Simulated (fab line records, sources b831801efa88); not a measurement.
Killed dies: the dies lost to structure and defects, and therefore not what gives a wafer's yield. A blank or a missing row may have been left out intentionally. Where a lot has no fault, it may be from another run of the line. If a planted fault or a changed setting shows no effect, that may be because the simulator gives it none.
A lot that was struck, set against a sound lot :: flow sky130 :: 43 out of 708 route steps
Sound: the wafers L488.1, L488.3, L488.6. Struck: wafers L484.1, L484.5, L484.6. The cause comes at the end.
Order at every step that has rows: each side's tool, ch and its chambers, its first start. Under that, the readings that differ: sound wafers :: struck wafers :: difference of the means :: sigmas: that difference in standard deviations of wafers without a fault.
alike: readings whose means differ by less than 2 such deviations, and words and numbers that are the same on both sides. not compared: withheld readings, readings that some wafer has no value for, bounds like >300 that may hide the same value, and numbers for which the record gives no deviation and whose values overlap.
The two part at a step that has a row with sigmas, a row that says differs or no value, or rows on one side only. When numbers do not overlap yet have no deviation, they are printed without sigmas and do not part them. Lack of a reading on every wafer of one side parts them only where that side has two or more wafers.

first, 6 steps without rows for these wafers: SKY_LI_CONTACT_COAT_06 (resist thk 60 nm); SKY_LI_CONTACT_COAT_07 (resist thk 450 nm); SKY_LI_CONTACT_SOFTBAKE_08 (time 90 s); SKY_LI_CONTACT_EXPOSE_09 (exposes mask LICM1, target cd 170 nm); SKY_LI_CONTACT_PEB_10; SKY_LI_CONTACT_DEVELOP_11 (develop time 60 s).
SKY_LI_CONTACT_CD_MEAS_12 targets a cd of 170 nm.
  sound: cd sem-01 at day 33 16:22; struck: cd sem-01 at day 33 04:34
  alike: cd nm
SKY_LI_CONTACT_OVL_MEAS_13:
  sound: overlay-02 at day 33 16:29; struck: overlay-02 at day 33 04:41
  alike: LI_CONTACT_OVL
then, 1 step without rows for these wafers: SKY_LI_CONTACT_ETCH_14 (etches BARC in N2/H2, stops on SiO2, time 45.9 s, target depth 60 nm).
SKY_LI_CONTACT_ETCH_15: etches PSG in C4F8/O2/Ar, stops on Si, target depth 600 nm.
  sound on rie diel-04 ch 0,3, day 33 16:34; struck on rie diel-04 ch 0,1,2, day 33 04:45
  alike: oes product au
SKY_LI_CONTACT_STRIP_16: strips in O2/N2.
  sound on plasma asher-01 ch 0,1, day 33 16:39; struck on plasma asher-01 ch 0,1, day 33 04:50
  alike: drypump motor current A, oes product au, strip time to endpoint s
  not compared: rf hours counter h
then, 1 step without rows for these wafers: SKY_LI_CONTACT_CLEAN_17 (cleans in NMP, time 600 s).
SKY_LI_CONTACT_PRE_CLEAN_18: time 5.6 s.
  sound: pvd sputter-01 at day 33 16:58; struck: pvd sputter-02 at day 33 05:07
then, 2 steps without rows for these wafers: SKY_LI_CONTACT_SPUTTER_19 (material Ti, target thk 20 nm, time 106.37 s); SKY_LI_CONTACT_SPUTTER_20 (material TiN, target thk 20 nm, time 80 s).
SKY_LI_CONTACT_CVD_21: deposits W, target thk 400 nm, time 120.56 s.
  sound on cvd w-01 ch 0,1, day 33 17:07; struck on cvd w-01 ch 0,1, day 33 05:17
  alike: heater power w
SKY_LI_CONTACT_RS_MEAS_22: a four-point-probe measurement.
  sound: film metro-03 at day 33 17:14; struck: film metro-03 at day 33 05:25
  alike: LI_CONTACT_W_RS
SKY_LI_CONTACT_THK_MEAS_23: measures by xrf.
  sound: film metro-03 at day 33 17:22; struck: film metro-03 at day 33 05:32
  alike: LI_CONTACT_W_THK
then, 1 step without rows for these wafers: SKY_LI_CONTACT_CMP_24 (polishes, stops on PSG, t overpolish 20 s, target thk 0 nm).
SKY_LOCAL_INTERCONNECT_SPUTTER_00: material TiN, target thk 100 nm, time 83.3 s.
  sound: pvd sputter-03 at day 33 17:53; struck: pvd sputter-01 at day 33 05:54
  alike: throttle valve pct
SKY_LOCAL_INTERCONNECT_RS_MEAS_01: a four-point-probe measurement.
  sound: film metro-02 at day 33 17:57; struck: film metro-01 at day 33 05:58
  alike: LOCAL_INTERCONNECT_TIN_RS
SKY_LOCAL_INTERCONNECT_THK_MEAS_02: measures by xrf.
  sound: film metro-02 at day 33 18:04; struck: film metro-01 at day 33 06:05
  alike: LOCAL_INTERCONNECT_TIN_THK
then, 8 steps without rows for these wafers: SKY_LOCAL_INTERCONNECT_DEHYDRATE_03 (time 60 s); SKY_LOCAL_INTERCONNECT_HMDS_04 (prime time 60 s); SKY_LOCAL_INTERCONNECT_COAT_05 (resist thk 60 nm); SKY_LOCAL_INTERCONNECT_COAT_06 (resist thk 450 nm); SKY_LOCAL_INTERCONNECT_SOFTBAKE_07 (time 90 s); SKY_LOCAL_INTERCONNECT_EXPOSE_08 (exposes mask LI1M, target cd 170 nm); SKY_LOCAL_INTERCONNECT_PEB_09; SKY_LOCAL_INTERCONNECT_DEVELOP_10 (develop time 60 s).
SKY_LOCAL_INTERCONNECT_CD_MEAS_11 targets a cd of 170 nm.
  sound: cd sem-02 at day 34 20:57; struck: cd sem-01 at day 34 08:58
  alike: cd nm
SKY_LOCAL_INTERCONNECT_OVL_MEAS_12:
  sound: overlay-02 at day 34 21:04; struck: overlay-02 at day 34 09:05
  alike: LOCAL_INTERCONNECT_OVL
then, 6 steps without rows for these wafers: SKY_LOCAL_INTERCONNECT_ETCH_13 (etches BARC in N2/H2, stops on SiO2, time 45.9 s, target depth 60 nm); SKY_LOCAL_INTERCONNECT_METAL_ETCH_14 (etches TiN in Cl2/BCl3, stops on PSG, target depth 110 nm, time 31.4 s); SKY_LOCAL_INTERCONNECT_STRIP_15 (strips in O2/N2); SKY_LOCAL_INTERCONNECT_STRIP_16 (strips in post etch residue remover, time 1200 s); SKY_LOCAL_INTERCONNECT_CLEAN_17 (cleans in IPA, time 180 s); SKY_LOCAL_INTERCONNECT_CLEAN_18 (cleans in O3/DIW).
SKY_CONTACT_CVD_00: deposits Si3N4, target thk 75 nm.
  sound on pecvd-01 ch 0,1,2, day 34 21:51; struck on pecvd-04 ch 0,2, day 34 10:15
  alike: heater power w
SKY_CONTACT_THK_MEAS_01:
  sound: film metro-04 at day 34 21:53; struck: film metro-01 at day 34 10:17
  alike: CONTACT_CVD_00_THK
then, 1 step without rows for these wafers: SKY_CONTACT_HDPCVD_02 (deposits SiO2, target thk 565 nm, time 94.2 s).
SKY_CONTACT_THK_MEAS_03:
  sound: film metro-03 at day 34 22:01; struck: film metro-03 at day 34 10:25
  alike: CONTACT_HDPCVD_THK
-- the record jumps here: 14 days lie between the struck wafers' starts before and after (it left off in module CONTACT and takes up again in module PAD_OPEN, whose first step shown is number 708 of the route) --
SKY_PAD_OPEN_PROBE_99:
  record: rows for the struck wafers here (prober-02, day 48 15:47), none for the sound ones

## WHERE THEY PART
Only at SKY_PAD_OPEN_PROBE_99, as far as this record shows.

WHY: the cause the simulator had injected
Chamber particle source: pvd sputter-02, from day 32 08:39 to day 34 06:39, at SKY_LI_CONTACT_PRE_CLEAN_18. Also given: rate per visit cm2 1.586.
